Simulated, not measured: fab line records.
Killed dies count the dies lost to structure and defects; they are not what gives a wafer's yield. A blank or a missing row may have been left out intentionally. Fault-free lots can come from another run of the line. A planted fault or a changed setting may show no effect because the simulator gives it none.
Which tool did it? || flow gf180mcu || 12 lots with 36 wafers sampled at 5 steps, on a route of 602 steps

== WHAT THE GAUGES READ, wafer by wafer ==
GF_VT_IMPLANT_OVL_MEAS_29.
{"lot": "L115", "measured": "day 7 10:29", "on": "overlay-02", "VT_IMPLANT_02_OVL (nm)": "-2.2 -1.3 -3.6"}
{"lot": "L116", "measured": "day 7 17:32", "on": "overlay-01", "VT_IMPLANT_02_OVL (nm)": "0.1 0.6 0.9"}
{"lot": "L117", "measured": "day 7 21:16", "on": "overlay-01", "VT_IMPLANT_02_OVL (nm)": "-2.1 -1.3 -1.8"}
{"lot": "L118", "measured": "day 8 06:20", "on": "overlay-02", "VT_IMPLANT_02_OVL (nm)": "1.3 0.3 0.9"}
{"lot": "L119", "measured": "day 8 12:54", "on": "overlay-02", "VT_IMPLANT_02_OVL (nm)": "-1.8 -0.7 -0.8"}
{"lot": "L126", "measured": "day 10 09:34", "on": "overlay-02", "VT_IMPLANT_02_OVL (nm)": "-1.9 -1.4 -2.7"}
{"lot": "L128", "measured": "day 11 01:08", "on": "overlay-02", "VT_IMPLANT_02_OVL (nm)": "0.3 -0.2 -2.1"}
{"lot": "L130", "measured": "day 11 11:13", "on": "overlay-02", "VT_IMPLANT_02_OVL (nm)": "-3.0 -2.8 -2.0"}
{"lot": "L131", "measured": "day 11 17:46", "on": "overlay-01", "VT_IMPLANT_02_OVL (nm)": "0.2 -1.1 -0.6"}
{"lot": "L132", "measured": "day 12 00:31", "on": "overlay-02", "VT_IMPLANT_02_OVL (nm)": "-0.4 1.1 0.0"}
{"lot": "L134", "measured": "day 12 14:36", "on": "overlay-01", "VT_IMPLANT_02_OVL (nm)": "-0.2 -1.1 0.9"}
{"lot": "L135", "measured": "day 12 20:46", "on": "overlay-01", "VT_IMPLANT_02_OVL (nm)": "-2.9 -2.3 -2.0"}

GF_DUAL_GATE_THK_MEAS_03.
{"lot": "L115", "measured": "day 8 05:17", "on": "filmMetro-02", "DUAL_GATE_OXIDATION_00_THK (nm)": "11.41 11.10 11.35"}
{"lot": "L116", "measured": "day 8 12:20", "on": "filmMetro-02", "DUAL_GATE_OXIDATION_00_THK (nm)": "10.73 10.61 10.64"}
{"lot": "L117", "measured": "day 8 16:07", "on": "filmMetro-04", "DUAL_GATE_OXIDATION_00_THK (nm)": "11.04 11.05 11.08"}
{"lot": "L118", "measured": "day 9 02:00", "on": "filmMetro-02", "DUAL_GATE_OXIDATION_00_THK (nm)": "9.59 9.60 9.53"}
{"lot": "L119", "measured": "day 9 09:01", "on": "filmMetro-02", "DUAL_GATE_OXIDATION_00_THK (nm)": "9.21 9.24 9.36"}
{"lot": "L126", "measured": "day 11 06:50", "on": "filmMetro-02", "DUAL_GATE_OXIDATION_00_THK (nm)": "10.90 11.05 11.04"}
{"lot": "L128", "measured": "day 11 23:07", "on": "filmMetro-02", "DUAL_GATE_OXIDATION_00_THK (nm)": "11.07 10.73 10.79"}
{"lot": "L130", "measured": "day 12 09:55", "on": "filmMetro-03", "DUAL_GATE_OXIDATION_00_THK (nm)": "10.82 11.16 10.82"}
{"lot": "L131", "measured": "day 12 15:55", "on": "filmMetro-04", "DUAL_GATE_OXIDATION_00_THK (nm)": "11.24 11.25 11.25"}
{"lot": "L132", "measured": "day 13 01:41", "on": "filmMetro-04", "DUAL_GATE_OXIDATION_00_THK (nm)": "10.91 10.90 10.83"}
{"lot": "L134", "measured": "day 13 18:25", "on": "filmMetro-04", "DUAL_GATE_OXIDATION_00_THK (nm)": "11.16 11.13 11.10"}
{"lot": "L135", "measured": "day 14 01:17", "on": "filmMetro-02", "DUAL_GATE_OXIDATION_00_THK (nm)": "11.42 11.40 11.41"}

GF_V1_OVL_MEAS_15.
{"lot": "L115", "measured": "day 18 19:52", "on": "overlay-02", "V1_OVL (nm)": "9 0 8"}
{"lot": "L116", "measured": "day 19 06:25", "on": "overlay-02", "V1_OVL (nm)": "-2 -3 -11"}
{"lot": "L117", "measured": "day 19 10:52", "on": "overlay-02", "V1_OVL (nm)": "3 -1 -2"}
{"lot": "L118", "measured": "day 20 01:41", "on": "overlay-01", "V1_OVL (nm)": "-7 -4 -6"}
{"lot": "L119", "measured": "day 20 11:50", "on": "overlay-01", "V1_OVL (nm)": "-4 -5 -3"}
{"lot": "L126", "measured": "day 23 00:11", "on": "overlay-02", "V1_OVL (nm)": "-5 -3 6"}
{"lot": "L128", "measured": "day 23 22:13", "on": "overlay-02", "V1_OVL (nm)": "-9 -15 -12"}
{"lot": "L130", "measured": "day 24 13:16", "on": "overlay-02", "V1_OVL (nm)": "-1 -1 3"}
{"lot": "L131", "measured": "day 24 19:10", "on": "overlay-01", "V1_OVL (nm)": "-6 -6 -5"}
{"lot": "L132", "measured": "day 25 00:50", "on": "overlay-02", "V1_OVL (nm)": "-6 -5 -2"}
{"lot": "L134", "measured": "day 25 18:29", "on": "overlay-02", "V1_OVL (nm)": "-11 -10 -4"}
{"lot": "L135", "measured": "day 25 22:10", "on": "overlay-02", "V1_OVL (nm)": "6 -4 9"}

== WHICH TOOL RAN EACH LOT (tool, then ch and the chambers of the sampled wafers, then the start) ==
{"lot": "L115", "GF_DUAL_GATE_OXIDATION_02": "furnace-02 ch 0, day 8 03:49", "GF_HV_LDD_ETCHBACK_58": "rieDiel-01 ch 0,1, day 13 04:54"}
{"lot": "L116", "GF_DUAL_GATE_OXIDATION_02": "furnace-01 ch 0, day 8 10:52", "GF_HV_LDD_ETCHBACK_58": "rieDiel-02 ch 0,1, day 13 12:56"}
{"lot": "L117", "GF_DUAL_GATE_OXIDATION_02": "furnace-01 ch 0, day 8 14:39", "GF_HV_LDD_ETCHBACK_58": "rieDiel-04 ch 1,2, day 13 17:37"}
{"lot": "L118", "GF_DUAL_GATE_OXIDATION_02": "furnace-02 ch 0, day 9 00:32", "GF_HV_LDD_ETCHBACK_58": "rieDiel-02 ch 0,1, day 14 06:26"}
{"lot": "L119", "GF_DUAL_GATE_OXIDATION_02": "furnace-02 ch 0, day 9 07:34", "GF_HV_LDD_ETCHBACK_58": "rieDiel-02 ch 1,2,3, day 14 13:35"}
{"lot": "L126", "GF_DUAL_GATE_OXIDATION_02": "furnace-01 ch 0, day 11 05:23", "GF_HV_LDD_ETCHBACK_58": "rieDiel-04 ch 0,1, day 16 22:49"}
{"lot": "L128", "GF_DUAL_GATE_OXIDATION_02": "furnace-02 ch 0, day 11 21:39", "GF_HV_LDD_ETCHBACK_58": "rieDiel-04 ch 0,1,3, day 17 22:01"}
{"lot": "L130", "GF_DUAL_GATE_OXIDATION_02": "furnace-01 ch 0, day 12 08:28", "GF_HV_LDD_ETCHBACK_58": "rieDiel-02 ch 1,2,3, day 18 11:04"}
{"lot": "L131", "GF_DUAL_GATE_OXIDATION_02": "furnace-01 ch 0, day 12 14:29", "GF_HV_LDD_ETCHBACK_58": "rieDiel-01 ch 0,2,3, day 18 17:10"}
{"lot": "L132", "GF_DUAL_GATE_OXIDATION_02": "furnace-01 ch 0, day 13 00:14", "GF_HV_LDD_ETCHBACK_58": "rieDiel-02 ch 1,2,3, day 19 00:14"}
{"lot": "L134", "GF_DUAL_GATE_OXIDATION_02": "furnace-01 ch 0, day 13 16:59", "GF_HV_LDD_ETCHBACK_58": "rieDiel-04 ch 0,1,3, day 19 18:13"}
{"lot": "L135", "GF_DUAL_GATE_OXIDATION_02": "furnace-01 ch 0, day 13 23:50", "GF_HV_LDD_ETCHBACK_58": "rieDiel-04 ch 0,1,2, day 20 00:38"}
- GF_DUAL_GATE_OXIDATION_02: stabilise 600 s, purge 300 s, target thk 10.887 nm.
- GF_HV_LDD_ETCHBACK_58: etches Si3N4 in CH3F/O2, stops on SiO2, time 100 s, target depth 90 nm.

== WHAT THE TOOLS THEMSELVES READ (means of the sampled wafers that have a number; where no wafer has one, the mark that the record gives instead) ==
GF_DUAL_GATE_OXIDATION_02.
{"lot": "L115", "tool": "furnace-02", "spikeTcBottomC (C)": 915, "spikeTcCentreC (C)": 898.0, "spikeTcLowerC (C)": 901.1, "spikeTcTopC (C)": 915.8, "spikeTcUpperC (C)": 900.6, "tubeCenterTempC (C)": 900.01, "tube_center_temp_C_max": 902.5, "zonePowerBottomPct (%)": 28.0}
{"lot": "L116", "tool": "furnace-01", "spikeTcBottomC (C)": 923, "spikeTcCentreC (C)": 900.8, "spikeTcLowerC (C)": 901.1, "spikeTcTopC (C)": 910.8, "spikeTcUpperC (C)": 898.5, "tubeCenterTempC (C)": 900.02, "tube_center_temp_C_max": 902.1, "zonePowerBottomPct (%)": 26.8}
{"lot": "L117", "tool": "furnace-01", "spikeTcBottomC (C)": 923, "spikeTcCentreC (C)": 901.3, "spikeTcLowerC (C)": 900.9, "spikeTcTopC (C)": 910.9, "spikeTcUpperC (C)": 899.8, "tubeCenterTempC (C)": 899.97, "tube_center_temp_C_max": 902.3, "zonePowerBottomPct (%)": 26.9}
{"lot": "L118", "tool": "furnace-02", "spikeTcBottomC (C)": 901, "spikeTcCentreC (C)": 882.6, "spikeTcLowerC (C)": 885.5, "spikeTcTopC (C)": 900.1, "spikeTcUpperC (C)": 885.3, "tubeCenterTempC (C)": 884.71, "tube_center_temp_C_max": 886.9, "zonePowerBottomPct (%)": 26.5}
{"lot": "L119", "tool": "furnace-02", "spikeTcBottomC (C)": 901, "spikeTcCentreC (C)": 883.5, "spikeTcLowerC (C)": 886.5, "spikeTcTopC (C)": 900.4, "spikeTcUpperC (C)": 885.4, "tubeCenterTempC (C)": 884.75, "tube_center_temp_C_max": 887.3, "zonePowerBottomPct (%)": 27.0}
{"lot": "L126", "tool": "furnace-01", "spikeTcBottomC (C)": 923, "spikeTcCentreC (C)": 901.4, "spikeTcLowerC (C)": 901.0, "spikeTcTopC (C)": 911.2, "spikeTcUpperC (C)": 898.0, "tubeCenterTempC (C)": 900.01, "tube_center_temp_C_max": 902.7, "zonePowerBottomPct (%)": 26.9}
{"lot": "L128", "tool": "furnace-02", "spikeTcBottomC (C)": 916, "spikeTcCentreC (C)": 898.0, "spikeTcLowerC (C)": 901.2, "spikeTcTopC (C)": 914.4, "spikeTcUpperC (C)": 899.6, "tubeCenterTempC (C)": 900.04, "tube_center_temp_C_max": 902.4, "zonePowerBottomPct (%)": 27.8}
{"lot": "L130", "tool": "furnace-01", "spikeTcBottomC (C)": 923, "spikeTcCentreC (C)": 900.5, "spikeTcLowerC (C)": 900.6, "spikeTcTopC (C)": 911.0, "spikeTcUpperC (C)": 899.2, "tubeCenterTempC (C)": 899.98, "tube_center_temp_C_max": 901.7, "zonePowerBottomPct (%)": 26.9}
{"lot": "L131", "tool": "furnace-01", "spikeTcBottomC (C)": 923, "spikeTcCentreC (C)": 900.8, "spikeTcLowerC (C)": 901.3, "spikeTcTopC (C)": 911.2, "spikeTcUpperC (C)": 898.2, "tubeCenterTempC (C)": 900.04, "tube_center_temp_C_max": 902.3, "zonePowerBottomPct (%)": 26.7}
{"lot": "L132", "tool": "furnace-01", "spikeTcBottomC (C)": 922, "spikeTcCentreC (C)": 900.4, "spikeTcLowerC (C)": 901.0, "spikeTcTopC (C)": 910.6, "spikeTcUpperC (C)": 899.3, "tubeCenterTempC (C)": 900.00, "tube_center_temp_C_max": 902.2, "zonePowerBottomPct (%)": 26.7}
{"lot": "L134", "tool": "furnace-01", "spikeTcBottomC (C)": 922, "spikeTcCentreC (C)": 901.2, "spikeTcLowerC (C)": 901.2, "spikeTcTopC (C)": 911.3, "spikeTcUpperC (C)": 899.3, "tubeCenterTempC (C)": 900.00, "tube_center_temp_C_max": 902.1, "zonePowerBottomPct (%)": 26.9}
{"lot": "L135", "tool": "furnace-01", "spikeTcBottomC (C)": 922, "spikeTcCentreC (C)": 901.4, "spikeTcLowerC (C)": 901.1, "spikeTcTopC (C)": 911.4, "spikeTcUpperC (C)": 898.6, "tubeCenterTempC (C)": 899.97, "tube_center_temp_C_max": 902.3, "zonePowerBottomPct (%)": 27.0}

GF_HV_LDD_ETCHBACK_58.
{"lot": "L115", "tool": "rieDiel-01", "ch3fFlowSccm (sccm)": 39.83, "drypumpMotorCurrentA (A)": 5.5, "oesProductAu (a.u.)": 0.843, "throttleValvePct (%)": 10.550}
{"lot": "L116", "tool": "rieDiel-02", "ch3fFlowSccm (sccm)": 39.97, "drypumpMotorCurrentA (A)": 6.0, "oesProductAu (a.u.)": 0.848, "throttleValvePct (%)": 10.554}
{"lot": "L117", "tool": "rieDiel-04", "ch3fFlowSccm (sccm)": 40.13, "drypumpMotorCurrentA (A)": 6.3, "oesProductAu (a.u.)": 0.843, "throttleValvePct (%)": 10.563}
{"lot": "L118", "tool": "rieDiel-02", "ch3fFlowSccm (sccm)": 40.05, "drypumpMotorCurrentA (A)": 6.0, "oesProductAu (a.u.)": 0.835, "throttleValvePct (%)": 10.559}
{"lot": "L119", "tool": "rieDiel-02", "ch3fFlowSccm (sccm)": 40.11, "drypumpMotorCurrentA (A)": 5.9, "oesProductAu (a.u.)": 0.850, "throttleValvePct (%)": 10.577}
{"lot": "L126", "tool": "rieDiel-04", "ch3fFlowSccm (sccm)": 39.91, "drypumpMotorCurrentA (A)": 5.9, "oesProductAu (a.u.)": 0.847, "throttleValvePct (%)": 10.565}
{"lot": "L128", "tool": "rieDiel-04", "ch3fFlowSccm (sccm)": 40.02, "drypumpMotorCurrentA (A)": 5.9, "oesProductAu (a.u.)": 0.843, "throttleValvePct (%)": 10.560}
{"lot": "L130", "tool": "rieDiel-02", "ch3fFlowSccm (sccm)": 40.00, "drypumpMotorCurrentA (A)": 5.9, "oesProductAu (a.u.)": 0.848, "throttleValvePct (%)": 10.565}
{"lot": "L131", "tool": "rieDiel-01", "ch3fFlowSccm (sccm)": 39.85, "drypumpMotorCurrentA (A)": 6.0, "oesProductAu (a.u.)": 0.843, "throttleValvePct (%)": 10.559}
{"lot": "L132", "tool": "rieDiel-02", "ch3fFlowSccm (sccm)": 39.88, "drypumpMotorCurrentA (A)": 5.9, "oesProductAu (a.u.)": 0.837, "throttleValvePct (%)": 10.547}
{"lot": "L134", "tool": "rieDiel-04", "ch3fFlowSccm (sccm)": 39.98, "drypumpMotorCurrentA (A)": 5.9, "oesProductAu (a.u.)": 0.844, "throttleValvePct (%)": 10.554}
{"lot": "L135", "tool": "rieDiel-04", "ch3fFlowSccm (sccm)": 39.97, "drypumpMotorCurrentA (A)": 6.2, "oesProductAu (a.u.)": 0.844, "throttleValvePct (%)": 10.557}

== THE ANSWER, worked out from the rows above alone ==
Rule: usual is defined by the lots themselves. Put in order of their means at a reading, lots are off if they are a third of the lots or fewer, leave a main group of 4 or more, and stand apart from it by a gap of 3 or more times the standard deviation of the main group's means; of several such gaps the widest counts. Not used: any main group whose means are identical at the precision the tables above print for the reading. A lot without any number at a reading at which 4 lots or more have one is off too. The other lots that the step has rows for count as sound. After the gauges, taken in route order, come the tools' own readings; for these a lot's mean is taken, as printed above. At the first step where some lot is off, the reading lying furthest off is the one used; lots without a number count as furthest.
Off: L118, L119, at GF_DUAL_GATE_THK_MEAS_03 (DUAL_GATE_OXIDATION_00_THK). Main group: mean 11.05 nm, sd 0.22.
If a tool, at a process step before that reading, ran all the lots that are off and no sound lot after the first of them, it fits. Not tried: the gauges at GF_DUAL_GATE_THK_MEAS_03; whatever is off there is also off at GF_DUAL_GATE_OXIDATION_02, on other tools, and gauge error can't account for it. No candidate that was tried fits.

== WHAT THE SIMULATOR HAD INSERTED ==
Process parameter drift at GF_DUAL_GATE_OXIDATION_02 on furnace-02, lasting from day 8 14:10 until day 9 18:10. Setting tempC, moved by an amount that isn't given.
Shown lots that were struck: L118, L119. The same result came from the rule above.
